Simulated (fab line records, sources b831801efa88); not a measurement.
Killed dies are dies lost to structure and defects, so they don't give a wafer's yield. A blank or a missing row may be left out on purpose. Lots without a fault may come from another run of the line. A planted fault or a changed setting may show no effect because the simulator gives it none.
A struck lot beside a sound one | flow sky130 | 17 steps out of a route of 708
Sound: wafers L167.1, L167.4, L167.5. Struck: wafers L172.4, L172.5, L172.6. The cause comes at the end.
At each step with rows: each side's tool, then ch and its chambers, then its first start. Under that, the readings that differ: sound wafers | struck wafers | difference of the means | sigmas: that difference in standard deviations of wafers without a fault.
alike: readings whose means differ by less than 2 such deviations, and words and numbers that are the same on both sides. not compared: withheld readings, readings that some wafer has no value for, bounds like >300 that may hide the same value, and numbers for which the record gives no deviation and whose values overlap.
The two part at a step that has a row with sigmas, a row that says differs or no value, or rows on one side only. Numbers that don't overlap but have no deviation are shown without sigmas and don't part them. A reading that every wafer of one side lacks parts them only if that side has two wafers or more.

first, 3 steps without rows for these wafers: SKY_LI_CONTACT_EXPOSE_09 (exposes mask LICM1, target cd 170 nm); SKY_LI_CONTACT_PEB_10; SKY_LI_CONTACT_DEVELOP_11 (develop time 60 s).
SKY_LI_CONTACT_CD_MEAS_12: target cd 170 nm.
  sound on cd_sem-02, day 29 08:01; struck on cd_sem-01, day 31 13:14
  alike: cd_nm
SKY_LI_CONTACT_OVL_MEAS_13:
  sound on overlay-01, day 29 08:08; struck on overlay-01, day 31 13:19
  alike: LI_CONTACT_OVL
SKY_LI_CONTACT_ETCH_14: etches BARC in N2/H2, stops on SiO2, time 45.9 s, target depth 60 nm.
  sound on rie_diel-02 ch 0,3, day 29 08:11; struck on rie_diel-02 ch 1,2, day 31 13:20
  alike: drypump_motor_current_A, n2_flow_sccm, oes_product_au, throttle_valve_pct
  not compared: rf_hours_counter_h
SKY_LI_CONTACT_ETCH_15: etches PSG in C4F8/O2/Ar, stops on Si, target depth 600 nm.
  sound on rie_diel-02 ch 0,3, day 29 08:13; struck on rie_diel-02 ch 1,2, day 31 13:23
  alike: oes_product_au
SKY_LI_CONTACT_STRIP_16: strips in O2/N2.
  sound on plasma_asher-01 ch 0,1, day 29 08:19; struck on plasma_asher-04 ch 0,1, day 31 13:30
  reading                     | sound       | struck      | difference | sigmas
  drypump_motor_current_A (A) | 5.3 5.3 4.8 | 6.1 6.1 6.0 | +0.9       | +2
  alike: n2_flow_sccm, oes_product_au, strip_time_to_endpoint_s
  not compared: rf_hours_counter_h
then, 2 steps without rows for these wafers: SKY_LI_CONTACT_CLEAN_17 (cleans in NMP, time 600 s); SKY_LI_CONTACT_PRE_CLEAN_18 (time 5.6 s).
SKY_LI_CONTACT_SPUTTER_19: material Ti, target thk 20 nm, time 106.37 s.
  sound on pvd_sputter-04, day 29 08:36; struck on pvd_sputter-01, day 31 13:46
  alike: throttle_valve_pct
SKY_LI_CONTACT_SPUTTER_20: material TiN, target thk 20 nm, time 80 s.
  sound on pvd_sputter-04, day 29 08:41; struck on pvd_sputter-01, day 31 13:50
  alike: throttle_valve_pct
SKY_LI_CONTACT_CVD_21: deposits W, target thk 400 nm, time 120.56 s.
  sound on cvd_w-02 ch 1, day 29 08:44; struck on cvd_w-02 ch 0,1, day 31 13:56
  reading                                  | sound             | struck            | difference | sigmas
  chamber_pressure_Torr (Torr)             | 39.95 39.95 39.94 | 36.14 36.22 35.98 | -3.83      | -46
  model.W_of_LI_CONTACT_CVD_21.thk_nm (nm) | 404.2 403.2 396.6 | 381.8 378.5 377.8 | -22.0      |
  alike: heater_power_w
  not compared: since_wet_clean_h
SKY_LI_CONTACT_RS_MEAS_22: measures by four-point-probe.
  sound on film_metro-04, day 29 08:59; struck on film_metro-04, day 31 14:05
  reading                  | sound                | struck               | difference | sigmas
  LI_CONTACT_W_RS (ohm/sq) | 0.2826 0.2826 0.2875 | 0.2984 0.3007 0.3021 | +0.0162    | +6
SKY_LI_CONTACT_THK_MEAS_23: measures by xrf.
  sound on film_metro-04, day 29 09:07; struck on film_metro-04, day 31 14:10
  reading               | sound       | struck      | difference | sigmas
  LI_CONTACT_W_THK (nm) | 405 404 395 | 388 383 383 | -17        | -2
then, 1 step without rows for these wafers: SKY_LI_CONTACT_CMP_24 (polishes, stops on PSG, t overpolish 20 s, target thk 0 nm).
-- the record jumps here: 16 days lie between the struck wafers' starts before and after (it left off in module LI_CONTACT and takes up again in module PAD_OPEN, whose first step shown is number 708 of the route) --
SKY_PAD_OPEN_PROBE_99:
  sound on prober-01, day 45 20:42; struck on prober-02, day 47 13:37
  alike: killed_at_M0_to_M3, killed_at_M4_up, killed_at_contacts, killed_at_front_end, killed_at_other, killed_dies, killed_open, killed_short

WHERE THEY PART
First at SKY_LI_CONTACT_STRIP_16; last, within this record, at SKY_LI_CONTACT_THK_MEAS_23. Later steps at which nothing parts them and some readings are alike: SKY_PAD_OPEN_PROBE_99.

WHY: what the simulator had put in
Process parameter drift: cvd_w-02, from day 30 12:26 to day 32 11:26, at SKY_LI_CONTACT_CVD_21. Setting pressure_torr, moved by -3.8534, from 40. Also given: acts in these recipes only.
